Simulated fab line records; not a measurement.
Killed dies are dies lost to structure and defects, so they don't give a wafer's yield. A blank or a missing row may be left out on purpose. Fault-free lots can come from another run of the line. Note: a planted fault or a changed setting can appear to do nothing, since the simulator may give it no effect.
Problem report in the 8D (eight disciplines) form, filled by code || flow sky130 || the parts of the form that need people (team, actions taken, sign-off) are left out

1. PROBLEM STATEMENT
At SKY_POLY_GATE_ETCH_17, run_length_s averages 113.7 s over 4 wafers from 3 lots, while fault-free wafers read 98.7 s, standard deviation 0.36. Relative to the usual mean, that is a shift of +42 standard deviations.
The step: etches poly-Si in HBr/Cl2, stops on SiO2, target depth 180 nm, time 70.5 s.
Seen first at day 21 16:12 on rie_si-01, wafer L109.6. The record holds 33 wafers of 12 lots with a number at this step. Rule for "out", or "out of limits": more than 4 standard deviations from the usual mean. The other wafers with a number count as sound.

2. WHAT IT IS, AND WHAT IT ISN'T
{"question": "which readings at this step", "is": "run_length_s, oes_product_au", "is not": "bias_w, drypump_motor_current_A, throttle_valve_pct"}
{"question": "which lots", "is": "L109, L111, L113", "is not": "L100, L104, L105, L106, L114, L116, L118, L996, L999"}
{"question": "which wafers of those lots", "is": "L109.6, L111.2, L111.6, L113.2", "is not": "L109.4, L113.1"}
{"question": "read on which tools", "is": "rie_si-01", "is not": "rie_si-02"}
{"question": "when", "is": "from day 21 16:12", "is not": "up to then (19 sound wafers); but 10 sound wafers of L113, L114, L116, L118 came after"}

3. THE SUSPECTS, EACH WITH WHAT RULES IT OUT
Counting: if a tool at a process step up to the reading ran every lot that is out, it stays a suspect. Sound lots after the first of them don't rule it out here, since some wafers of a struck lot are sound.
- plasma_asher-04 at SKY_VT_ADJUST_LVTN_STRIP_09 (strips in O2/N2): kept. Every lot that is out went through it, the first being L109 (day 10 15:35); the last sound lot it ran before that was L106 (day 10 06:48).
- rie_si-01 at SKY_POLY_GATE_ETCH_17 (etches poly-Si in HBr/Cl2, stops on SiO2, target depth 180 nm, time 70.5 s): kept. Every lot that is out went through it, the first being L109 (day 21 16:12); the last sound lot it ran before that was L106 (day 21 05:14). Its own readings are out on those wafers: oes_product_au, run_length_s.
The count leaves rie_si-01 at SKY_POLY_GATE_ETCH_17 and plasma_asher-04 at SKY_VT_ADJUST_LVTN_STRIP_09.

4. THE CAUSE (what the simulator had put in)
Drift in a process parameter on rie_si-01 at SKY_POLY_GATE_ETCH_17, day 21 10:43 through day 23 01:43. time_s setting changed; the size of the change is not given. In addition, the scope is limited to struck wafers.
Counting leaves 2 suspects; this tool is one of them.

5. THE CHAIN OF EFFECTS, in route order
One row per reading whose mean, taken over the struck wafers that have a number, lies over 3 standard deviations from the usual. Only readings for which the record gives a usual standard deviation are gone through. hours: the time from each lot's start at the first step in this table that gives one to its start at this step, as a median over the lots. sigmas: the change in usual standard deviations.
{"hours": 0, "step": "SKY_POLY_GATE_ETCH_17", "reading": "oes_product_au", "usual": "0.986 a.u.", "on struck wafers": 0.866, "change": -0.120, "sigmas": -17}
{"hours": 0, "step": "SKY_POLY_GATE_ETCH_17", "reading": "run_length_s", "usual": "98.7 s", "on struck wafers": 113.7, "change": "+15.0", "sigmas": "+42"}
{"hours": 0, "step": "SKY_POLY_GATE_STRIP_18", "reading": "strip_time_to_endpoint_s", "usual": "3.18 s", "on struck wafers": 2.95, "change": -0.23, "sigmas": -6.7}
Here are the process steps it includes:
- SKY_POLY_GATE_ETCH_17: etches poly-Si in HBr/Cl2, stops on SiO2, target depth 180 nm, time 70.5 s.
- SKY_POLY_GATE_STRIP_18: strips in O2/N2.

6. WHAT WOULD HAVE CAUGHT IT SOONER
5 hours passed between the start of the fault at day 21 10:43 and the first reading out of limits in this record, taken at day 21 16:12.
